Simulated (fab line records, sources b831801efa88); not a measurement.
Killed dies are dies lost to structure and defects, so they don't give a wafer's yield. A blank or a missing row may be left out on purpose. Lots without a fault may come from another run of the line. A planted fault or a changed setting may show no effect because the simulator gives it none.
Problem report in the 8D (eight disciplines) form, filled by code | flow gf180mcu | the parts of the form that need people (team, actions taken, sign-off) are left out

1. THE PROBLEM
V3_W_RS at GF_V3_RS_MEAS_24 reads a mean of 0.261 ohm/sq on 1 wafer of 1 lot; wafers without a fault read 0.325 ohm/sq with a standard deviation of 0.0035. That is -18 standard deviations from the usual mean.
The step: measures by four-point-probe.
First seen on wafer L208.4, day 24 09:16, on film_metro-04. The record holds 32 wafers of 11 lots with a number at this step. Rule for "out", or "out of limits": more than 4 standard deviations from the usual mean. The other wafers with a number count as sound.

2. WHAT IT IS AND WHAT IT IS NOT
question                    | is                | is not
which readings at this step | V3_W_RS           | -
which lots                  | L208              | L203, L212, L215, L218, L219, L221, L222, L223, L224, L225
which wafers of those lots  | L208.4            | L208.5
read on which gauges        | film_metro-04     | film_metro-01, film_metro-03
when                        | from day 24 09:16 | up to then (4 sound wafers); but 27 sound wafers of L212, L215, L218, L219, L221, L222, L223, L224, L225 came after

3. SUSPECTS, AND WHAT RULES EACH OUT
Counting: a tool at a process step up to the reading stays a suspect if it ran every lot that is out. Sound lots after the first of them don't rule it out here, since some wafers of a struck lot are sound.
- the gauge at GF_V3_RS_MEAS_24: ruled out. All the wafers that are out were read on film_metro-04, but those of them that GF_V3_CMP_26 has rows for are out there too, on other tools.
- pvd_sputter-01 at GF_V2_SPUTTER_21 (material Ti, target thk 15 nm, time 80.02 s): kept. It ran the lot that is out, L208 (day 22 08:10).
- pvd_sputter-04 at GF_M3_SPUTTER_00 (material Ti, target thk 37.5 nm, time 150 s): kept. It ran the lot that is out, L208 (day 22 09:03).
- pvd_sputter-04 at GF_M3_SPUTTER_03 (material Ti, target thk 10 nm, time 6.7 s): kept. It ran the lot that is out, L208 (day 22 09:13).
- cvd_w-01 at GF_V3_CVD_23 (deposits W, target thk 350 nm, time 104.9 s): kept. It ran the lot that is out, L208 (day 24 09:08); its last sound lot up to then is L203 (day 22 18:43).
Left after counting: pvd_sputter-01 at GF_V2_SPUTTER_21, pvd_sputter-04 at GF_M3_SPUTTER_00, pvd_sputter-04 at GF_M3_SPUTTER_03, cvd_w-01 at GF_V3_CVD_23.

4. THE CAUSE (what the simulator had put in)
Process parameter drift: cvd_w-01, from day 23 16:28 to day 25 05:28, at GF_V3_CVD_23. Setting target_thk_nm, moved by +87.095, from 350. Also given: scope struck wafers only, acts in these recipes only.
Counting left 4 suspects, and this tool is among them.

5. THE CHAIN OF EFFECTS, in route order
Each row: a reading whose mean over the struck wafers that have a number lies more than 3 standard deviations from the usual. Only readings for which the record gives a usual standard deviation are gone through. hours: the time from each lot's start at the first step in this table that gives one to its start at this step, as a median over the lots. sigmas: the change in usual standard deviations.
hours | step              | reading            | usual        | on struck wafers | change | sigmas
0     | GF_V3_RS_MEAS_24  | V3_W_RS            | 0.325 ohm/sq | 0.261            | -0.064 | -18
0     | GF_V3_THK_MEAS_25 | V3_W_THK           | 348 nm       | 432              | +84    | +18
0     | GF_V3_CMP_26      | time_to_endpoint_s | 84 s         | 111              | +27    | +7.7
The process steps in it:
- GF_V3_CMP_26: polishes, stops on SiO2, t overpolish 15 s, target thk 0 nm.

6. WHAT WOULD HAVE CAUGHT IT SOONER
In this record the first reading out of limits at a measuring or inspecting step was taken at day 24 09:16, 17 hours after the fault began at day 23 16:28.
Of the tool readings at GF_V3_CVD_23 for which the record gives a usual standard deviation, none was out on any struck wafer, so an alarm limit of 4 standard deviations on them would not have fired.
All the lots that are out (1) had begun GF_V3_CVD_23 on cvd_w-01 by day 24 09:16. A hold on the tool at that time would have spared none of them.
